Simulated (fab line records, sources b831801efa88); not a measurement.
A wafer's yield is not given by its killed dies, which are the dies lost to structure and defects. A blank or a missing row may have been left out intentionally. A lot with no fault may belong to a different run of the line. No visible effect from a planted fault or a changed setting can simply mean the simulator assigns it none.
A single fault, viewed from 2 desks    flow gf180mcu    only its own numbers are on each desk; what lay behind them is given at the end

AT THE METROLOGY DESK
What the gauges read, lot by lot, whatever tool the lot ran on: means of the sampled wafers that have a number. Any lot whose mean is over 4 standard deviations away from the usual mean is out of limits and marked OUT; that distance is given in the brackets.
Columns: A = cdNm at GF_M5_CD_MEAS_07, usual 279.6 nm; B = M5_OVL at GF_M5_OVL_MEAS_08, usual 1 nm
lot   first seen here  A      B
L563  day 26 11:51     280.4  10
L565  day 26 17:56     281.1  -5
L578  day 31 00:55     278.1  14
L581  day 31 15:50     277.4  -9
L582  day 32 00:42     281.3  -2
L585  day 32 15:38     279.9  3
L586  day 32 16:13     277.8  -3
Finding of this desk: none of the 7 lots has anything out of limits.

AT THE TOOL OWNER'S DESK: rieDiel-04
The tool's own readings at GF_M5_ETCH_09 (etches Si3N4 in CF4/O2, target depth 52 nm, time 11.6 s): means of the sampled wafers that have a number, for each lot that ran on this tool. Any lot whose mean is over 4 standard deviations away from the usual mean is out of limits and marked OUT; that distance is given in the brackets.
Columns: A = drypumpMotorCurrentA at GF_M5_ETCH_09, usual 5.6 A; B = oesProductAu at GF_M5_ETCH_09, usual 1.003 a.u.; C = throttleValvePct at GF_M5_ETCH_09, usual 5.972 %
lot   first seen here  A    B                 C
L563  day 26 11:59     5.5  0.999             5.973
L578  day 31 01:04     5.6  1.099 (+12) OUT   6.000
L581  day 31 15:59     5.5  1.070 (+8.5) OUT  5.995
L582  day 32 00:50     5.6  1.070 (+8.4) OUT  5.994
This desk's finding: out of limits on L578, L581, L582; first on L578, day 31 01:04 (oesProductAu at GF_M5_ETCH_09). In limits: L563.

PUT TOGETHER
The tool owner's desk had the chance to raise an alarm at day 31 01:04 on L578, L581, L582.
The metrology desk saw nothing out of limits.
The metrology desk has L578, L581, L582 on record, within its limits.
The lots listed all ran GF_M5_ETCH_09 on rieDiel-04.

WHAT THE SIMULATOR HAD INSERTED
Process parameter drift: rieDiel-04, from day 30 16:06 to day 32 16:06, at GF_M5_ETCH_09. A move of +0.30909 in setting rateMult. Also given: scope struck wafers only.
Lots struck among those shown: L578, L581, L582.
Delay in hours, fault start to first out-of-limits reading, by desk: the tool owner's desk at 9.
